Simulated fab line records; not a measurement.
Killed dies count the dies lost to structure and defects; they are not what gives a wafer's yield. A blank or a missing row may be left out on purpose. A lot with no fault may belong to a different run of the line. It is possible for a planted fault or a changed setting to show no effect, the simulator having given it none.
fab line records || flow sfq-line
record {"lots": 6, "wafers": 18, "last-day": 91}
route steps=325 shown I0@53 M1@58
lots untouched by any fault: they come from a run of this same line in which no faults occurred
start-h: hours from the record's first day to the start of the lot's first wafer shown || wait-h: hours since the lot's step before || " unchanged from the row above || L1.1+2: one row covering several wafers at once || - value missing, or start not given || * or withheld: withheld || < > ~ a bound
route shown NAME@n: NAME is a module with steps in the file, n the number in the route of the first one || usual: mean and standard deviation over wafers with no fault || same: alike in all rows || chamber/n: place in a boat || sites: readings site by site || _std_site: how widely they spread, as a standard deviation || _edge_site: mean of outer sites minus mean of inner sites || radius-mm: how far each site lies from the wafer's centre || mask NAME#n: copy n || behind: the most recent tool/chamber to have shaped the wafer || hold: what put the lot on hold/how long, in hours/how the hold closed || device: transistor that didn't switch, given as n, p or np || end of line: the same wafers' tests at the end of the route || for a step that has no rows: nothing shown but its recipe || killed: not the wafer's yield, but the dies lost to structure and defects at the first sort || map: a wafer's dies, x killed, . not, _ none there
set.NAME: the setting that was run; set.NAME@STEP: the one run at that earlier step || model.NAME: the simulator's own value behind a step, which no gauge read
lots at selected steps of the route; one table per step, one row per wafer
services: when a tool's chamber went out of use (start-h, in hours from the record's first day, below 0 if earlier), for how many hours, and the reason
## steps
# step SFQ_I0_OVL_MEAS_908
# usual {"I0_OVL": "-2/5.2"}
{"lot.wafer": "L982.2", "tool": "overlay-02", "chamber": "-", "start-h": 227.92, "wait-h": 0.1, "I0_OVL[nm]": -1}
{"lot.wafer": "L982.3", "tool": "overlay-02", "chamber": "-", "start-h": 227.92, "wait-h": 0.1, "I0_OVL[nm]": -2}
{"lot.wafer": "L982.5", "tool": "overlay-02", "chamber": "-", "start-h": 227.92, "wait-h": 0.1, "I0_OVL[nm]": -5}
{"lot.wafer": "L984.1", "tool": "overlay-02", "chamber": "-", "start-h": 242.32, "wait-h": 0.1, "I0_OVL[nm]": -1}
{"lot.wafer": "L984.3", "tool": "overlay-02", "chamber": "-", "start-h": 242.32, "wait-h": 0.1, "I0_OVL[nm]": -14}
{"lot.wafer": "L984.4", "tool": "overlay-02", "chamber": "-", "start-h": 242.32, "wait-h": 0.1, "I0_OVL[nm]": -3}
{"lot.wafer": "L987.1", "tool": "overlay-01", "chamber": "-", "start-h": 251.97, "wait-h": 0.1, "I0_OVL[nm]": -7}
{"lot.wafer": "L987.4", "tool": "overlay-01", "chamber": "-", "start-h": 251.97, "wait-h": 0.1, "I0_OVL[nm]": -5}
{"lot.wafer": "L987.6", "tool": "overlay-01", "chamber": "-", "start-h": 251.97, "wait-h": 0.1, "I0_OVL[nm]": -3}
{"lot.wafer": "L988.1", "tool": "overlay-01", "chamber": "-", "start-h": 261.52, "wait-h": 0.1, "I0_OVL[nm]": 3}
{"lot.wafer": "L988.5", "tool": "overlay-01", "chamber": "-", "start-h": 261.52, "wait-h": 0.1, "I0_OVL[nm]": 4}
{"lot.wafer": "L988.6", "tool": "overlay-01", "chamber": "-", "start-h": 261.52, "wait-h": 0.1, "I0_OVL[nm]": 1}
{"lot.wafer": "L101.1", "tool": "overlay-01", "chamber": "-", "start-h": 371.01, "wait-h": 0.1, "I0_OVL[nm]": 0}
{"lot.wafer": "L101.4", "tool": "overlay-01", "chamber": "-", "start-h": 371.01, "wait-h": 0.1, "I0_OVL[nm]": 5}
{"lot.wafer": "L101.6", "tool": "overlay-01", "chamber": "-", "start-h": 371.01, "wait-h": 0.1, "I0_OVL[nm]": 3}
{"lot.wafer": "L104.3", "tool": "overlay-01", "chamber": "-", "start-h": 393.92, "wait-h": 0.1, "I0_OVL[nm]": -5}
{"lot.wafer": "L104.5", "tool": "overlay-01", "chamber": "-", "start-h": 393.92, "wait-h": 0.1, "I0_OVL[nm]": -6}
{"lot.wafer": "L104.6", "tool": "overlay-01", "chamber": "-", "start-h": 393.92, "wait-h": 0.1, "I0_OVL[nm]": -9}
# step SFQ_TRILAYER_I0_VIA_BARC_OPEN_VIA_ETCH_046
# recipe {"mask-material": "PR", "chemistry": "O2", "target-depth-nm": 125, "target": "BARC", "source-w": 500, "bias-w": 80, "pressure-mtorr": 30, "time-s": 41.7}
# usual {"drypump-motor-current-A": "5.6/0.53", "oes-product-au": "0.685/0.0043"}
{"lot.wafer": "L982.2", "tool": "rie-diel-01", "chamber": 3, "start-h": 227.95, "wait-h": 0.0, "drypump-motor-current-A": 5.8, "oes-product-au": 0.677, "rf-hours-counter-h": 96}
{"lot.wafer": "L982.3", "tool": "rie-diel-01", "chamber": 1, "start-h": 227.95, "wait-h": 0.0, "drypump-motor-current-A": 4.9, "oes-product-au": 0.692, "rf-hours-counter-h": 21}
{"lot.wafer": "L982.5", "tool": "rie-diel-01", "chamber": 2, "start-h": 227.95, "wait-h": 0.0, "drypump-motor-current-A": 5.8, "oes-product-au": 0.689, "rf-hours-counter-h": "-"}
{"lot.wafer": "L984.1", "tool": "rie-diel-01", "chamber": 1, "start-h": 242.35, "wait-h": 0.0, "drypump-motor-current-A": 4.9, "oes-product-au": 0.682, "rf-hours-counter-h": 21}
{"lot.wafer": "L984.3", "tool": "rie-diel-01", "chamber": 2, "start-h": 242.35, "wait-h": 0.0, "drypump-motor-current-A": 5.8, "oes-product-au": 0.693, "rf-hours-counter-h": 14}
{"lot.wafer": "L984.4", "tool": "rie-diel-01", "chamber": 3, "start-h": 242.35, "wait-h": 0.0, "drypump-motor-current-A": 5.9, "oes-product-au": 0.684, "rf-hours-counter-h": 96}
{"lot.wafer": "L987.1", "tool": "rie-diel-01", "chamber": 1, "start-h": 252.01, "wait-h": 0.0, "drypump-motor-current-A": 4.9, "oes-product-au": 0.681, "rf-hours-counter-h": 21}
{"lot.wafer": "L987.4", "tool": "rie-diel-01", "chamber": 2, "start-h": 252.01, "wait-h": 0.0, "drypump-motor-current-A": 5.7, "oes-product-au": 0.682, "rf-hours-counter-h": 14}
{"lot.wafer": "L987.6", "tool": "rie-diel-01", "chamber": 0, "start-h": 252.01, "wait-h": 0.0, "drypump-motor-current-A": 6.4, "oes-product-au": 0.685, "rf-hours-counter-h": "-"}
{"lot.wafer": "L988.1", "tool": "rie-diel-02", "chamber": 3, "start-h": 261.55, "wait-h": 0.0, "drypump-motor-current-A": 6.4, "oes-product-au": 0.687, "rf-hours-counter-h": 1}
{"lot.wafer": "L988.5", "tool": "rie-diel-02", "chamber": 0, "start-h": 261.55, "wait-h": 0.0, "drypump-motor-current-A": 5.8, "oes-product-au": 0.677, "rf-hours-counter-h": "-"}
{"lot.wafer": "L988.6", "tool": "rie-diel-02", "chamber": 3, "start-h": 261.55, "wait-h": 0.0, "drypump-motor-current-A": 6.4, "oes-product-au": 0.687, "rf-hours-counter-h": "-"}
{"lot.wafer": "L101.1", "tool": "rie-diel-01", "chamber": 0, "start-h": 371.04, "wait-h": 0.0, "drypump-motor-current-A": 6.4, "oes-product-au": 0.694, "rf-hours-counter-h": 97}
{"lot.wafer": "L101.4", "tool": "rie-diel-01", "chamber": 3, "start-h": 371.04, "wait-h": 0.0, "drypump-motor-current-A": 5.8, "oes-product-au": 0.682, "rf-hours-counter-h": 98}
{"lot.wafer": "L101.6", "tool": "rie-diel-01", "chamber": 0, "start-h": 371.04, "wait-h": 0.0, "drypump-motor-current-A": 6.4, "oes-product-au": 0.684, "rf-hours-counter-h": "-"}
{"lot.wafer": "L104.3", "tool": "rie-diel-02", "chamber": 2, "start-h": 393.94, "wait-h": 0.0, "drypump-motor-current-A": 5.7, "oes-product-au": 0.687, "rf-hours-counter-h": 111}
{"lot.wafer": "L104.5", "tool": "rie-diel-02", "chamber": 0, "start-h": 393.94, "wait-h": 0.0, "drypump-motor-current-A": 5.9, "oes-product-au": 0.685, "rf-hours-counter-h": "-"}
{"lot.wafer": "L104.6", "tool": "rie-diel-02", "chamber": 1, "start-h": 393.94, "wait-h": 0.0, "drypump-motor-current-A": 5.4, "oes-product-au": 0.691, "rf-hours-counter-h": "-"}
# step SFQ_TRILAYER_I0_VIA_ETCH_VIA_ETCH_034
# recipe {"target": "SiO2", "stop-on": "Nb", "mask-material": "PR", "taper-deg": 20, "chemistry": "CHF3", "target-depth-nm": 260, "source-w": 500, "bias-w": 80, "pressure-mtorr": 30, "time-s": "withheld"}
# usual {"drypump-motor-current-A": "5.6/0.53", "oes-product-au": "0.854/0.0048"}
{"lot.wafer": "L982.2", "tool": "rie-diel-01", "chamber": 3, "start-h": 227.99, "wait-h": 0.0, "drypump-motor-current-A": 5.8, "oes-product-au": 0.858}
{"lot.wafer": "L982.3", "tool": "rie-diel-01", "chamber": 1, "start-h": 227.99, "wait-h": 0.0, "drypump-motor-current-A": 4.9, "oes-product-au": 0.848}
{"lot.wafer": "L982.5", "tool": "rie-diel-01", "chamber": 2, "start-h": 227.99, "wait-h": 0.0, "drypump-motor-current-A": 5.8, "oes-product-au": 0.865}
{"lot.wafer": "L984.1", "tool": "rie-diel-01", "chamber": 1, "start-h": 242.39, "wait-h": 0.0, "drypump-motor-current-A": 4.9, "oes-product-au": 0.859}
{"lot.wafer": "L984.3", "tool": "rie-diel-01", "chamber": 2, "start-h": 242.39, "wait-h": 0.0, "drypump-motor-current-A": 5.8, "oes-product-au": 0.851}
{"lot.wafer": "L984.4", "tool": "rie-diel-01", "chamber": 3, "start-h": 242.39, "wait-h": 0.0, "drypump-motor-current-A": 5.9, "oes-product-au": 0.855}
{"lot.wafer": "L987.1", "tool": "rie-diel-01", "chamber": 1, "start-h": 252.05, "wait-h": 0.0, "drypump-motor-current-A": 4.9, "oes-product-au": 0.856}
{"lot.wafer": "L987.4", "tool": "rie-diel-01", "chamber": 2, "start-h": 252.05, "wait-h": 0.0, "drypump-motor-current-A": 5.7, "oes-product-au": 0.857}
{"lot.wafer": "L987.6", "tool": "rie-diel-01", "chamber": 0, "start-h": 252.05, "wait-h": 0.0, "drypump-motor-current-A": 6.4, "oes-product-au": 0.848}
{"lot.wafer": "L988.1", "tool": "rie-diel-02", "chamber": 3, "start-h": 261.59, "wait-h": 0.0, "drypump-motor-current-A": 6.4, "oes-product-au": 0.851}
{"lot.wafer": "L988.5", "tool": "rie-diel-02", "chamber": 0, "start-h": 261.59, "wait-h": 0.0, "drypump-motor-current-A": 5.9, "oes-product-au": 0.853}
{"lot.wafer": "L988.6", "tool": "rie-diel-02", "chamber": 3, "start-h": 261.59, "wait-h": 0.0, "drypump-motor-current-A": 6.4, "oes-product-au": 0.858}
{"lot.wafer": "L101.1", "tool": "rie-diel-01", "chamber": 0, "start-h": 371.08, "wait-h": 0.0, "drypump-motor-current-A": 6.4, "oes-product-au": 0.851}
{"lot.wafer": "L101.4", "tool": "rie-diel-01", "chamber": 3, "start-h": 371.08, "wait-h": 0.0, "drypump-motor-current-A": 5.8, "oes-product-au": 0.854}
{"lot.wafer": "L101.6", "tool": "rie-diel-01", "chamber": 0, "start-h": 371.08, "wait-h": 0.0, "drypump-motor-current-A": 6.4, "oes-product-au": 0.852}
{"lot.wafer": "L104.3", "tool": "rie-diel-02", "chamber": 2, "start-h": 393.98, "wait-h": 0.0, "drypump-motor-current-A": 5.7, "oes-product-au": 0.863}
{"lot.wafer": "L104.5", "tool": "rie-diel-02", "chamber": 0, "start-h": 393.98, "wait-h": 0.0, "drypump-motor-current-A": 5.9, "oes-product-au": 0.860}
{"lot.wafer": "L104.6", "tool": "rie-diel-02", "chamber": 1, "start-h": 393.98, "wait-h": 0.0, "drypump-motor-current-A": 5.4, "oes-product-au": 0.852}
# step SFQ_TRILAYER_I0_VIA_STRIP_STRIP_035
# recipe {"gas": "O2", "power-w": 200, "platen-temp-c": 40, "overash-fraction": 0.65, "chemistry": "O2", "pressure-mtorr": 50}
# usual {"drypump-motor-current-A": "5.3/0.44", "oes-product-au": "1.002/0.009"}
# same {"overash-fraction": 0.65}
{"lot.wafer": "L982.2", "tool": "rie-metal-02", "chamber": 0, "start-h": 228.11, "wait-h": "-", "drypump-motor-current-A": 5.8, "oes-product-au": 1.019, "rf-hours-counter-h": 81}
{"lot.wafer": "L982.3", "tool": "rie-metal-02", "chamber": 0, "start-h": 228.11, "wait-h": "-", "drypump-motor-current-A": 5.8, "oes-product-au": 1.013, "rf-hours-counter-h": "-"}
{"lot.wafer": "L982.5", "tool": "rie-metal-02", "chamber": 0, "start-h": 228.11, "wait-h": "-", "drypump-motor-current-A": 5.8, "oes-product-au": 1.010, "rf-hours-counter-h": "-"}
{"lot.wafer": "L984.1", "tool": "rie-metal-02", "chamber": 0, "start-h": 242.51, "wait-h": "-", "drypump-motor-current-A": 5.8, "oes-product-au": 1.015, "rf-hours-counter-h": 84}
{"lot.wafer": "L984.3", "tool": "rie-metal-02", "chamber": 1, "start-h": 242.51, "wait-h": "-", "drypump-motor-current-A": 4.8, "oes-product-au": 0.999, "rf-hours-counter-h": "-"}
{"lot.wafer": "L984.4", "tool": "rie-metal-02", "chamber": 0, "start-h": 242.51, "wait-h": "-", "drypump-motor-current-A": 5.8, "oes-product-au": 1.014, "rf-hours-counter-h": "-"}
{"lot.wafer": "L987.1", "tool": "rie-metal-02", "chamber": 0, "start-h": 252.16, "wait-h": "-", "drypump-motor-current-A": 5.8, "oes-product-au": 1.006, "rf-hours-counter-h": 86}
{"lot.wafer": "L987.4", "tool": "rie-metal-02", "chamber": 0, "start-h": 252.16, "wait-h": "-", "drypump-motor-current-A": 5.8, "oes-product-au": 1.010, "rf-hours-counter-h": "-"}
{"lot.wafer": "L987.6", "tool": "rie-metal-02", "chamber": 0, "start-h": 252.16, "wait-h": "-", "drypump-motor-current-A": 5.8, "oes-product-au": 1.010, "rf-hours-counter-h": "-"}
{"lot.wafer": "L988.1", "tool": "rie-metal-02", "chamber": 1, "start-h": 261.71, "wait-h": "-", "drypump-motor-current-A": 4.8, "oes-product-au": 1.007, "rf-hours-counter-h": 30}
{"lot.wafer": "L988.5", "tool": "rie-metal-02", "chamber": 0, "start-h": 261.71, "wait-h": "-", "drypump-motor-current-A": 5.8, "oes-product-au": 1.005, "rf-hours-counter-h": "-"}
{"lot.wafer": "L988.6", "tool": "rie-metal-02", "chamber": 1, "start-h": 261.71, "wait-h": "-", "drypump-motor-current-A": 4.8, "oes-product-au": 1.003, "rf-hours-counter-h": "-"}
{"lot.wafer": "L101.1", "tool": "rie-metal-03", "chamber": 1, "start-h": 371.20, "wait-h": "-", "drypump-motor-current-A": 4.9, "oes-product-au": 0.988, "rf-hours-counter-h": 150}
{"lot.wafer": "L101.4", "tool": "rie-metal-03", "chamber": 0, "start-h": 371.20, "wait-h": "-", "drypump-motor-current-A": 5.7, "oes-product-au": 0.999, "rf-hours-counter-h": "-"}
{"lot.wafer": "L101.6", "tool": "rie-metal-03", "chamber": 0, "start-h": 371.20, "wait-h": "-", "drypump-motor-current-A": 5.6, "oes-product-au": 0.998, "rf-hours-counter-h": "-"}
{"lot.wafer": "L104.3", "tool": "rie-metal-02", "chamber": 1, "start-h": 394.30, "wait-h": "-", "drypump-motor-current-A": 4.8, "oes-product-au": 1.024, "rf-hours-counter-h": "-"}
{"lot.wafer": "L104.5", "tool": "rie-metal-02", "chamber": 0, "start-h": 394.30, "wait-h": "-", "drypump-motor-current-A": 5.8, "oes-product-au": 1.000, "rf-hours-counter-h": "-"}
{"lot.wafer": "L104.6", "tool": "rie-metal-02", "chamber": 1, "start-h": 394.30, "wait-h": "-", "drypump-motor-current-A": 4.8, "oes-product-au": 1.025, "rf-hours-counter-h": "-"}
# step SFQ_TRILAYER_I0_VIA_STRIP_SOLV_CLEAN_036
# recipe {"chemistry": "NMP", "temp-c": 70, "time-s": 600}
# step SFQ_TRILAYER_M1_DEP_PRE_CLEAN_038
# recipe {"gas": "Ar", "time-s": 22.5, "bias-v": 250}
# step SFQ_TRILAYER_M1_DEP_SPUTTER_037
# recipe {"material": "Nb", "base-pressure-pa": 1.33e-06, "chamber-pressure-pa": 0.1333, "substrate-temp-c": 20, "resputter-cathode-voltage-v": 400, "target-thk-nm": 200, "power-w": 2000, "time-s": 133.3}
# usual {"base-pressure-pa": "1.33e-06/7.3e-08", "throttle-valve-pct": "29.3/0.58"}
{"lot.wafer": "L982.2", "tool": "pvd-sputter-04", "chamber": "-", "start-h": 228.91, "wait-h": 0.0, "base-pressure-pa": 1.38e-06, "throttle-valve-pct": 29.3}
{"lot.wafer": "L982.3", "tool": "pvd-sputter-04", "chamber": "-", "start-h": 228.91, "wait-h": 0.0, "base-pressure-pa": 1.15e-06, "throttle-valve-pct": 28.8}
{"lot.wafer": "L982.5", "tool": "pvd-sputter-04", "chamber": "-", "start-h": 228.91, "wait-h": 0.0, "base-pressure-pa": 1.43e-06, "throttle-valve-pct": 27.9}
{"lot.wafer": "L984.1", "tool": "pvd-sputter-03", "chamber": "-", "start-h": 243.31, "wait-h": 0.0, "base-pressure-pa": 1.39e-06, "throttle-valve-pct": 29.1}
{"lot.wafer": "L984.3", "tool": "pvd-sputter-03", "chamber": "-", "start-h": 243.31, "wait-h": 0.0, "base-pressure-pa": 1.36e-06, "throttle-valve-pct": 30.0}
{"lot.wafer": "L984.4", "tool": "pvd-sputter-03", "chamber": "-", "start-h": 243.31, "wait-h": 0.0, "base-pressure-pa": 1.35e-06, "throttle-valve-pct": 28.7}
{"lot.wafer": "L987.1", "tool": "pvd-sputter-03", "chamber": "-", "start-h": 252.98, "wait-h": 0.0, "base-pressure-pa": 1.23e-06, "throttle-valve-pct": 29.9}
{"lot.wafer": "L987.4", "tool": "pvd-sputter-03", "chamber": "-", "start-h": 252.98, "wait-h": 0.0, "base-pressure-pa": 1.21e-06, "throttle-valve-pct": 28.6}
{"lot.wafer": "L987.6", "tool": "pvd-sputter-03", "chamber": "-", "start-h": 252.98, "wait-h": 0.0, "base-pressure-pa": 1.31e-06, "throttle-valve-pct": 29.7}
{"lot.wafer": "L988.1", "tool": "pvd-sputter-03", "chamber": "-", "start-h": 262.69, "wait-h": 0.0, "base-pressure-pa": 1.42e-06, "throttle-valve-pct": 29.9}
{"lot.wafer": "L988.5", "tool": "pvd-sputter-03", "chamber": "-", "start-h": 262.69, "wait-h": 0.0, "base-pressure-pa": 1.25e-06, "throttle-valve-pct": 28.8}
{"lot.wafer": "L988.6", "tool": "pvd-sputter-03", "chamber": "-", "start-h": 262.69, "wait-h": 0.0, "base-pressure-pa": 1.46e-06, "throttle-valve-pct": 30.0}
{"lot.wafer": "L101.1", "tool": "pvd-sputter-06", "chamber": "-", "start-h": 372.00, "wait-h": 0.0, "base-pressure-pa": 1.3e-06, "throttle-valve-pct": 29.8}
{"lot.wafer": "L101.4", "tool": "pvd-sputter-06", "chamber": "-", "start-h": 372.00, "wait-h": 0.0, "base-pressure-pa": 1.35e-06, "throttle-valve-pct": 29.6}
{"lot.wafer": "L101.6", "tool": "pvd-sputter-06", "chamber": "-", "start-h": 372.00, "wait-h": 0.0, "base-pressure-pa": 1.48e-06, "throttle-valve-pct": 29.8}
{"lot.wafer": "L104.3", "tool": "pvd-sputter-03", "chamber": "-", "start-h": 394.90, "wait-h": 0.0, "base-pressure-pa": 1.36e-06, "throttle-valve-pct": 29.7}
{"lot.wafer": "L104.5", "tool": "pvd-sputter-03", "chamber": "-", "start-h": 394.90, "wait-h": 0.0, "base-pressure-pa": 1.25e-06, "throttle-valve-pct": 28.7}
{"lot.wafer": "L104.6", "tool": "pvd-sputter-03", "chamber": "-", "start-h": 394.90, "wait-h": 0.0, "base-pressure-pa": 1.46e-06, "throttle-valve-pct": 29.6}
# step SFQ_M1_RS_MEAS_909
# recipe {"thk-meas-gauge": "four-point-probe", "reads": "Nb_of_TRILAYER_M1_DEP_SPUTTER_037"}
# usual {"M1_NB_RS": "0.893/0.01"}
{"lot.wafer": "L982.2", "tool": "film-metro-04", "chamber": "-", "start-h": 229.02, "wait-h": 0.1, "M1_NB_RS[ohm/sq]": 0.886}
{"lot.wafer": "L982.3", "tool": "film-metro-04", "chamber": "-", "start-h": 229.02, "wait-h": 0.1, "M1_NB_RS[ohm/sq]": 0.885}
{"lot.wafer": "L982.5", "tool": "film-metro-04", "chamber": "-", "start-h": 229.02, "wait-h": 0.1, "M1_NB_RS[ohm/sq]": 0.885}
{"lot.wafer": "L984.1", "tool": "film-metro-04", "chamber": "-", "start-h": 243.40, "wait-h": 0.0, "M1_NB_RS[ohm/sq]": 0.878}
{"lot.wafer": "L984.3", "tool": "film-metro-04", "chamber": "-", "start-h": 243.40, "wait-h": 0.0, "M1_NB_RS[ohm/sq]": 0.891}
{"lot.wafer": "L984.4", "tool": "film-metro-04", "chamber": "-", "start-h": 243.40, "wait-h": 0.0, "M1_NB_RS[ohm/sq]": 0.886}
{"lot.wafer": "L987.1", "tool": "film-metro-01", "chamber": "-", "start-h": 253.07, "wait-h": 0.0, "M1_NB_RS[ohm/sq]": 0.889}
{"lot.wafer": "L987.4", "tool": "film-metro-01", "chamber": "-", "start-h": 253.07, "wait-h": 0.0, "M1_NB_RS[ohm/sq]": 0.886}
{"lot.wafer": "L987.6", "tool": "film-metro-01", "chamber": "-", "start-h": 253.07, "wait-h": 0.0, "M1_NB_RS[ohm/sq]": 0.890}
{"lot.wafer": "L988.1", "tool": "film-metro-01", "chamber": "-", "start-h": 262.78, "wait-h": 0.0, "M1_NB_RS[ohm/sq]": 0.908}
{"lot.wafer": "L988.5", "tool": "film-metro-01", "chamber": "-", "start-h": 262.78, "wait-h": 0.0, "M1_NB_RS[ohm/sq]": 0.896}
{"lot.wafer": "L988.6", "tool": "film-metro-01", "chamber": "-", "start-h": 262.78, "wait-h": 0.0, "M1_NB_RS[ohm/sq]": 0.901}
{"lot.wafer": "L101.1", "tool": "film-metro-02", "chamber": "-", "start-h": 372.09, "wait-h": 0.0, "M1_NB_RS[ohm/sq]": 0.917}
{"lot.wafer": "L101.4", "tool": "film-metro-02", "chamber": "-", "start-h": 372.09, "wait-h": 0.0, "M1_NB_RS[ohm/sq]": 0.905}
{"lot.wafer": "L101.6", "tool": "film-metro-02", "chamber": "-", "start-h": 372.09, "wait-h": 0.0, "M1_NB_RS[ohm/sq]": 0.913}
{"lot.wafer": "L104.3", "tool": "film-metro-04", "chamber": "-", "start-h": 395.03, "wait-h": 0.1, "M1_NB_RS[ohm/sq]": 0.900}
{"lot.wafer": "L104.5", "tool": "film-metro-04", "chamber": "-", "start-h": 395.03, "wait-h": 0.1, "M1_NB_RS[ohm/sq]": 0.893}
{"lot.wafer": "L104.6", "tool": "film-metro-04", "chamber": "-", "start-h": 395.03, "wait-h": 0.1, "M1_NB_RS[ohm/sq]": 0.905}
# step SFQ_TRILAYER_M1_LITHO_COAT_044
# recipe {"resist": "BARC", "spin-rpm": 3000, "resist-thk-nm": 62}
# step SFQ_TRILAYER_M1_LITHO_COAT_039
# recipe {"resist": "KrF", "spin-rpm": 3000, "resist-thk-nm": 600}
# step SFQ_TRILAYER_M1_LITHO_SOFTBAKE_043
# recipe {"temp-c": "withheld", "time-s": "withheld", "resist": "KrF"}
# step SFQ_TRILAYER_M1_LITHO_EXPOSE_040
# recipe {"mask-id": "M1", "na": 0.6, "source-shape": "conventional", "sigma-outer": 0.65, "target-cd-nm": 500, "dose-mj": 14.4}
# usual {"exposure-dose-mJ-cm2": "14.398/0.014", "focus-offset-nm": "0.0/0.54", "reticle-temp-C": "23.00/0.096"}
{"lot.wafer": "L982.2", "tool": "krf-scanner-01", "chamber": 0, "start-h": 254.20, "wait-h": "-", "mask": "M1#0", "exposure-dose-mJ-cm2": 14.390, "focus-offset-nm": 0.3, "reticle-temp-C": 23.06}
{"lot.wafer": "L982.3", "tool": "krf-scanner-01", "chamber": 0, "start-h": 254.20, "wait-h": "-", "mask": "M1#0", "exposure-dose-mJ-cm2": 14.376, "focus-offset-nm": 0.3, "reticle-temp-C": 23.02}
{"lot.wafer": "L982.5", "tool": "krf-scanner-01", "chamber": 0, "start-h": 254.20, "wait-h": "-", "mask": "M1#0", "exposure-dose-mJ-cm2": 14.369, "focus-offset-nm": 0.1, "reticle-temp-C": 23.12}
{"lot.wafer": "L984.1", "tool": "krf-scanner-01", "chamber": 0, "start-h": 268.40, "wait-h": "-", "mask": "M1#0", "exposure-dose-mJ-cm2": 14.390, "focus-offset-nm": 0.2, "reticle-temp-C": 23.08}
{"lot.wafer": "L984.3", "tool": "krf-scanner-01", "chamber": 0, "start-h": 268.40, "wait-h": "-", "mask": "M1#0", "exposure-dose-mJ-cm2": 14.390, "focus-offset-nm": 0.8, "reticle-temp-C": 23.16}
{"lot.wafer": "L984.4", "tool": "krf-scanner-01", "chamber": 0, "start-h": 268.40, "wait-h": "-", "mask": "M1#0", "exposure-dose-mJ-cm2": 14.383, "focus-offset-nm": -0.2, "reticle-temp-C": 22.99}
{"lot.wafer": "L987.1", "tool": "krf-scanner-01", "chamber": "-", "start-h": 279.20, "wait-h": "-", "mask": "M1#0", "exposure-dose-mJ-cm2": "-", "focus-offset-nm": "-", "reticle-temp-C": "-"}
{"lot.wafer": "L987.4", "tool": "krf-scanner-01", "chamber": "-", "start-h": 279.20, "wait-h": "-", "mask": "M1#0", "exposure-dose-mJ-cm2": "-", "focus-offset-nm": "-", "reticle-temp-C": "-"}
{"lot.wafer": "L987.6", "tool": "krf-scanner-01", "chamber": "-", "start-h": 279.20, "wait-h": "-", "mask": "M1#0", "exposure-dose-mJ-cm2": "-", "focus-offset-nm": "-", "reticle-temp-C": "-"}
{"lot.wafer": "L988.1", "tool": "krf-scanner-01", "chamber": "-", "start-h": 288.80, "wait-h": "-", "mask": "M1#0", "exposure-dose-mJ-cm2": "-", "focus-offset-nm": "-", "reticle-temp-C": "-"}
{"lot.wafer": "L988.5", "tool": "krf-scanner-01", "chamber": "-", "start-h": 288.80, "wait-h": "-", "mask": "M1#0", "exposure-dose-mJ-cm2": "-", "focus-offset-nm": "-", "reticle-temp-C": "-"}
{"lot.wafer": "L988.6", "tool": "krf-scanner-01", "chamber": "-", "start-h": 288.80, "wait-h": "-", "mask": "M1#0", "exposure-dose-mJ-cm2": "-", "focus-offset-nm": "-", "reticle-temp-C": "-"}
{"lot.wafer": "L101.1", "tool": "krf-scanner-01", "chamber": 0, "start-h": 389.01, "wait-h": "-", "mask": "M1#0", "exposure-dose-mJ-cm2": 14.390, "focus-offset-nm": -0.5, "reticle-temp-C": 22.99}
{"lot.wafer": "L101.4", "tool": "krf-scanner-01", "chamber": 0, "start-h": 389.01, "wait-h": "-", "mask": "M1#0", "exposure-dose-mJ-cm2": 14.387, "focus-offset-nm": 0.0, "reticle-temp-C": 22.83}
{"lot.wafer": "L101.6", "tool": "krf-scanner-01", "chamber": 0, "start-h": 389.01, "wait-h": "-", "mask": "M1#0", "exposure-dose-mJ-cm2": 14.396, "focus-offset-nm": 0.3, "reticle-temp-C": 22.98}
{"lot.wafer": "L104.3", "tool": "krf-scanner-01", "chamber": 0, "start-h": 412.21, "wait-h": "-", "mask": "M1#0", "exposure-dose-mJ-cm2": 14.418, "focus-offset-nm": 0.3, "reticle-temp-C": 22.95}
{"lot.wafer": "L104.5", "tool": "krf-scanner-01", "chamber": 0, "start-h": 412.21, "wait-h": "-", "mask": "M1#0", "exposure-dose-mJ-cm2": 14.416, "focus-offset-nm": -0.2, "reticle-temp-C": 23.17}
{"lot.wafer": "L104.6", "tool": "krf-scanner-01", "chamber": 0, "start-h": 412.21, "wait-h": "-", "mask": "M1#0", "exposure-dose-mJ-cm2": 14.402, "focus-offset-nm": 0.0, "reticle-temp-C": 23.08}
# step SFQ_TRILAYER_M1_LITHO_PEB_042
# recipe {"peb-temp-c": 115, "peb-time-s": 60, "resist": "KrF"}
## services
{"tool": "pvd-sputter-06", "chamber": "-", "start-h": 235.41, "hours": 2.1, "kind": "repair"}
{"tool": "pvd-sputter-04", "chamber": "-", "start-h": 261.21, "hours": 20.8, "kind": "repair"}
{"tool": "pvd-sputter-03", "chamber": "-", "start-h": 268.28, "hours": 26.4, "kind": "repair"}
{"tool": "rie-metal-02", "chamber": "-", "start-h": 284.22, "hours": 1.9, "kind": "repair"}
{"tool": "pvd-sputter-06", "chamber": "-", "start-h": 287.36, "hours": 22.1, "kind": "repair"}
{"tool": "pvd-sputter-03", "chamber": "-", "start-h": 289.70, "hours": 2.4, "kind": "repair"}
{"tool": "rie-diel-02", "chamber": 0, "start-h": 299.27, "hours": 4.6, "kind": "repair"}
{"tool": "krf-scanner-01", "chamber": "-", "start-h": 311.60, "hours": 1.0, "kind": "pm"}
{"tool": "rie-metal-03", "chamber": 1, "start-h": 313.36, "hours": 6.5, "kind": "repair"}
{"tool": "krf-scanner-01", "chamber": "-", "start-h": 313.65, "hours": 0.6, "kind": "repair"}
{"tool": "pvd-sputter-04", "chamber": "-", "start-h": 332.29, "hours": 5.0, "kind": "repair"}
{"tool": "rie-metal-02", "chamber": "-", "start-h": 332.29, "hours": 15.6, "kind": "pm"}
{"tool": "rie-diel-01", "chamber": 3, "start-h": 336.78, "hours": 4.2, "kind": "repair"}
{"tool": "krf-scanner-01", "chamber": "-", "start-h": 357.40, "hours": 0.8, "kind": "pm"}
{"tool": "krf-scanner-01", "chamber": "-", "start-h": 358.15, "hours": 4.0, "kind": "pm"}
{"tool": "rie-diel-02", "chamber": 0, "start-h": 359.95, "hours": 8.3, "kind": "repair"}
{"tool": "krf-scanner-01", "chamber": "-", "start-h": 378.11, "hours": 1.3, "kind": "pm"}
{"tool": "rie-metal-02", "chamber": "-", "start-h": 380.20, "hours": 2.8, "kind": "pm"}
{"tool": "rie-diel-01", "chamber": 3, "start-h": 383.55, "hours": 12.7, "kind": "repair"}
{"tool": "rie-metal-03", "chamber": 1, "start-h": 390.97, "hours": 9.3, "kind": "repair"}
## key
first-sign {"step": "SFQ_TRILAYER_M1_LITHO_EXPOSE_040", "reading": "tool-record", "direction": "missing"}
effect none on later readings
met-at SFQ_TRILAYER_M1_LITHO_EXPOSE_040
struck-wafers L987.1,L987.4,L987.6,L988.1,L988.5,L988.6
onset-between 268.40 279.20
fault {"kind": "skipped-step-whole", "tool": "krf-scanner-01", "chamber": "-", "onset-h": 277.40, "steps": "SFQ_TRILAYER_M1_LITHO_EXPOSE_040", "scope": "struck-lots-only"}
